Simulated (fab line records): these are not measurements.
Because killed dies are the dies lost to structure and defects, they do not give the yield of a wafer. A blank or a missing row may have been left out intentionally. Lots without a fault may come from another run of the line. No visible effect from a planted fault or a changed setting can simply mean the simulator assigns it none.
fab line records -- flow sky130
record: lots: 6, wafers: 18, last-day: 50
route steps=708 shown DNWELL@37 PWDE@45
lots with no fault: from the same line, run without faults
start-h: start of the lot's first displayed wafer, in hours after the record's first day -- wait-h: hours elapsed since this lot's preceding step -- " repeats the value in the row above -- L1.1+2: a single row standing in for several wafers -- - either no value or no given start -- * or withheld: withheld -- < > ~ a bound
route shown NAME@n: names a module that has steps shown in the file, with the first one's number in the route -- usual: mean/standard deviation taken from wafers without a fault -- same: alike in all rows -- chamber/n: place in a boat -- sites: readings site by site -- _std_site: the standard deviation of these -- _edge_site: outer sites' mean less inner sites' -- radius-mm: for every site, how far away it sits from the centre of the wafer -- mask NAME#n: copy n -- behind: the most recent tool/chamber to have shaped the wafer -- hold: reason for holding the lot/hours on hold/outcome of the hold -- device: whichever transistor did not switch (one of n, p or np) -- end of line: the tests these same wafers got at the end of their route -- step lacking rows: just its recipe -- killed: dies lost to structure and defects at the first sort, not the wafer's yield -- map: the dies of a wafer, with x for killed, . for not killed, _ for no die there
set.NAME: the setting as run; set.NAME@STEP: as run at that earlier step -- model.NAME: the simulator's own value behind a step, which no gauge read
lots at some steps of the route; a table a step, a row a wafer
services: when a tool's chamber went out of use (start-h, in hours from the record's first day, below 0 if earlier), for how many hours, and the reason
== steps ==
step: SKY_DNWELL_COAT_02
recipe: spin-rpm: 2000, resist-thk-nm: 3000
step: SKY_DNWELL_SOFTBAKE_03
recipe: temp-c: 110, time-s: withheld
step: SKY_DNWELL_EXPOSE_04
recipe: mask-id: DNM, na: 0.57, target-cd-nm: 3000, dose-mj: 222
step: SKY_DNWELL_PEB_05
recipe: temp-c: 115, time-s: withheld
step: SKY_DNWELL_DEVELOP_06
recipe: wall-angle-deg: 90, developer: TMAH, develop-time-s: 60, dev-temp-c: 23
step: SKY_DNWELL_IMPLANT_07
recipe: species: P, energy-kev: withheld, dose-cm2: withheld, tilt-deg: withheld
step: SKY_DNWELL_STRIP_08
recipe: chemistry: O2/N2, power-w: 1400, pressure-mtorr: 1500, platen-temp-c: withheld, o2-flow-sccm: 3000, n2-flow-sccm: 300, overash-fraction: 0.5
usual: drypump-motor-current-A: 6.1/0.41, oes-product-au: 0.722/0.0049, strip-time-to-endpoint-s: 36.92/0.088
same: overash-fraction: 0.5
lot.wafer,tool,chamber,start-h,wait-h,drypump-motor-current-A,oes-product-au,rf-hours-counter-h,strip-time-to-endpoint-s
L927.1,plasma-asher-02,1,91.40,0.1,6.2,0.717,29,36.98
L927.4,plasma-asher-02,0,91.40,0.1,6.3,0.717,-,36.90
L927.6,plasma-asher-02,1,91.40,0.1,6.2,0.714,-,36.99
L930.1,plasma-asher-02,1,106.65,0.1,6.2,0.722,30,36.98
L930.2,plasma-asher-02,0,106.65,0.1,6.2,0.722,30,36.89
L930.3,plasma-asher-02,0,106.65,0.1,6.3,0.721,-,37.02
L933.2,plasma-asher-02,0,120.35,0.1,6.3,0.722,32,36.83
L933.5,plasma-asher-02,1,120.35,0.1,6.2,0.717,-,36.74
L933.6,plasma-asher-02,0,120.35,0.1,6.3,0.727,-,36.76
L934.4,plasma-asher-03,1,132.54,0.1,6.8,0.715,-,37.03
L934.5,plasma-asher-03,1,132.54,0.1,6.8,0.724,-,37.00
L934.6,plasma-asher-03,0,132.54,0.1,5.7,0.723,-,36.95
L941.2,plasma-asher-03,1,167.81,0.1,6.8,0.726,48,36.73
L941.3,plasma-asher-03,0,167.81,0.1,5.7,0.714,-,36.73
L941.6,plasma-asher-03,0,167.81,0.1,5.7,0.718,-,36.75
L943.1,plasma-asher-03,0,175.05,0.1,5.7,0.723,48,37.06
L943.2,plasma-asher-03,1,175.05,0.1,6.8,0.721,48,37.01
L943.5,plasma-asher-03,0,175.05,0.1,5.7,0.725,-,37.05
step: SKY_DNWELL_TW_MEAS_09
usual: DNWELL_TW: 1117/16
lot.wafer,tool,chamber,start-h,wait-h,DNWELL_TW
L927.1,film-metro-03,-,91.50,0.1,1134
L927.4,film-metro-03,-,91.50,0.1,1129
L927.6,film-metro-03,-,91.50,0.1,1127
L930.1,film-metro-01,-,106.75,0.1,1103
L930.2,film-metro-01,-,106.75,0.1,1106
L930.3,film-metro-01,-,106.75,0.1,1108
L933.2,film-metro-03,-,120.46,0.1,1130
L933.5,film-metro-03,-,120.46,0.1,1132
L933.6,film-metro-03,-,120.46,0.1,1122
L934.4,film-metro-01,-,132.63,0.1,1096
L934.5,film-metro-01,-,132.63,0.1,1098
L934.6,film-metro-01,-,132.63,0.1,1093
L941.2,film-metro-02,-,167.92,0.1,1111
L941.3,film-metro-02,-,167.92,0.1,1107
L941.6,film-metro-02,-,167.92,0.1,1103
L943.1,film-metro-02,-,175.15,0.1,1105
L943.2,film-metro-02,-,175.15,0.1,1107
L943.5,film-metro-02,-,175.15,0.1,1110
step: SKY_PWDE_DEHYDRATE_00
recipe: temp-c: 200, time-s: 60
step: SKY_PWDE_HMDS_01
recipe: prime-time-s: 60, prime-temp-c: 120
step: SKY_PWDE_COAT_02
recipe: spin-rpm: 2000, resist-thk-nm: 3000
step: SKY_PWDE_SOFTBAKE_03
recipe: temp-c: 110, time-s: withheld
step: SKY_PWDE_EXPOSE_04
recipe: mask-id: PWDEM, na: 0.6, source-shape: conventional, sigma-outer: 0.6, polarization: unpolarized, target-cd-nm: 840, dose-mj: 214
usual: exposure-dose-mJ-cm2: 214.03/0.21, focus-offset-nm: 0.0/0.47
lot.wafer,tool,chamber,start-h,wait-h,mask,exposure-dose-mJ-cm2,focus-offset-nm
L927.1,iline-stepper-01,0,99.71,-,PWDEM#0,213.86,0.0
L927.4,iline-stepper-01,0,99.71,-,PWDEM#0,214.09,-0.1
L927.6,iline-stepper-01,0,99.71,-,PWDEM#0,214.06,-1.4
L930.1,iline-stepper-02,0,115.31,-,PWDEM#0,214.01,-0.1
L930.2,iline-stepper-02,0,115.31,-,PWDEM#0,213.99,0.6
L930.3,iline-stepper-02,0,115.31,-,PWDEM#0,214.04,0.6
L933.2,iline-stepper-01,-,129.73,-,PWDEM#0,-,-
L933.5,iline-stepper-01,-,129.73,-,PWDEM#0,-,-
L933.6,iline-stepper-01,-,129.73,-,PWDEM#0,-,-
L934.4,iline-stepper-01,-,141.99,-,PWDEM#0,-,-
L934.5,iline-stepper-01,-,141.99,-,PWDEM#0,-,-
L934.6,iline-stepper-01,-,141.99,-,PWDEM#0,-,-
L941.2,iline-stepper-01,0,178.11,-,PWDEM#0,214.00,-0.7
L941.3,iline-stepper-01,0,178.11,-,PWDEM#0,214.05,-0.2
L941.6,iline-stepper-01,0,178.11,-,PWDEM#0,213.72,0.3
L943.1,iline-stepper-02,0,184.96,-,PWDEM#0,214.06,0.6
L943.2,iline-stepper-02,0,184.96,-,PWDEM#0,214.23,0.7
L943.5,iline-stepper-02,0,184.96,-,PWDEM#0,214.30,-0.2
step: SKY_PWDE_PEB_05
recipe: temp-c: 115, time-s: withheld
== services ==
tool,chamber,start-h,hours,kind
iline-stepper-01,-,75.27,2.1,pm
iline-stepper-01,-,77.35,-,consumable-replace:lamp
iline-stepper-02,-,88.36,1.7,pm
plasma-asher-02,-,115.13,4.0,pm
iline-stepper-02,-,153.28,4.6,repair
== key ==
first-sign: step: SKY_PWDE_EXPOSE_04, reading: tool-record, direction: missing
effect none on later readings
met-at SKY_PWDE_EXPOSE_04
struck-wafers L933.2,L933.5,L933.6,L934.4,L934.5,L934.6
sort-left-out L933.2,L933.5,L933.6,L934.4,L934.5,L934.6
tester-left-out L933,L934
onset-between 99.71 129.73
fault: kind: skipped-step-whole, tool: iline-stepper-01, chamber: -, onset-h: 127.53, steps: SKY_PWDE_EXPOSE_04, scope: struck-lots-only
tester-left-out: of these lots the tester's yield and bins aren't shown, on N5 and GAA mostly nor the transistor test; their killed dies are dies lost to structure and defects alone, not to doping, threshold or leakage, so they don't give the yield
sort-left-out: the simulated sort isn't trusted on such a fault, so these wafers' sort isn't shown, and their yield isn't known
